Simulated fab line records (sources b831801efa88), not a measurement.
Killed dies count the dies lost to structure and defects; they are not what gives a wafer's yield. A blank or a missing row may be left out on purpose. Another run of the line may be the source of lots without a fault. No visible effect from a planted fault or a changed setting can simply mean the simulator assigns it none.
2 desks, one fault + flow sky130 + what lay behind the numbers comes last; until then each desk has only its own

THE METROLOGY DESK
Means of the sampled wafers that have a number, per lot and without regard to the tool the lot ran on: this is what the gauges read. Marked OUT: a lot whose mean sits more than 4 standard deviations from the usual mean, which makes it out of limits; the brackets give that distance.
Columns: A = POLY_GATE_TW at SKY_RES_PROTECT_TW_MEAS_08, usual 4050; B = LDD_LDN_OVL at SKY_LDD_LDN_OVL_MEAS_07, usual 0.4 nm; C = cdNm at SKY_VIA3_CD_MEAS_12, usual 200.5 nm
| lot  | first seen here | A    | B    | C               |
|------|-----------------|------|------|-----------------|
| L916 | day 15 09:46    | 4055 | -0.1 | 200.9           |
| L919 | day 16 10:08    | 4058 | 0.7  | 200.6           |
| L920 | day 17 01:49    | 4062 | 0.8  | 201.8           |
| L922 | day 17 17:25    | 4058 | 1.3  | 198.7           |
| L921 | day 17 19:14    | 4011 | -0.3 | 199.4           |
| L924 | day 18 00:07    | 4063 | -1.1 | 200.0           |
| L927 | day 19 21:24    | 4020 | -0.4 | 176.4 (-19) OUT |
| L929 | day 20 04:56    | 4038 | 0.2  | 154.1 (-36) OUT |
| L935 | day 22 01:26    | 4079 | 1.1  | 200.0           |
| L937 | day 22 13:07    | 4069 | 0.7  | 200.7           |
| L938 | day 22 17:43    | 4036 | 1.6  | 198.7           |
| L939 | day 23 03:19    | 4046 | 2.9  | 201.6           |
This desk's verdict: out of limits on L927, L929, starting with L927 at day 43 12:54 (cdNm at SKY_VIA3_CD_MEAS_12). L916, L919, L920, L922, L921, L924, L935, L937, L938, L939: within limits.

THE TOOL OWNER'S DESK: krfScanner-01
The tool's own readings at SKY_VIA3_EXPOSE_09 (exposes mask VIM3, target cd 200 nm): means of the sampled wafers that have a number, for each lot that ran on this tool. Marked OUT: a lot whose mean sits more than 4 standard deviations from the usual mean, which makes it out of limits; the brackets give that distance.
Columns: A = exposureDoseMJCm2 at SKY_VIA3_EXPOSE_09, usual 38.35
| lot  | first seen here | A     |
|------|-----------------|-------|
| L920 | day 40 22:11    | 38.59 |
| L922 | day 41 10:53    | 38.64 |
| L927 | day 43 01:49    | 38.62 |
| L929 | day 43 07:10    | 38.64 |
This desk's verdict: no lot among the 4 shows anything out of limits.

PUT TOGETHER
The metrology desk could have raised an alarm at day 43 12:54, on L927, L929.
The desk of the tool owner found nothing out of limits.
On record at the tool owner's desk: L927, L929, within its limits.
Of the lots named, all ran SKY_VIA3_EXPOSE_09 on krfScanner-01.

WHAT THE SIMULATOR PUT IN
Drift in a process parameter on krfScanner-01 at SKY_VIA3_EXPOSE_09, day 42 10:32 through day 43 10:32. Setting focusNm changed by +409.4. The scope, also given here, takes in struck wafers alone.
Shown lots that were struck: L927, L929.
Time in hours between the start of the fault and the first out-of-limits reading at each desk: metrology desk, 26.
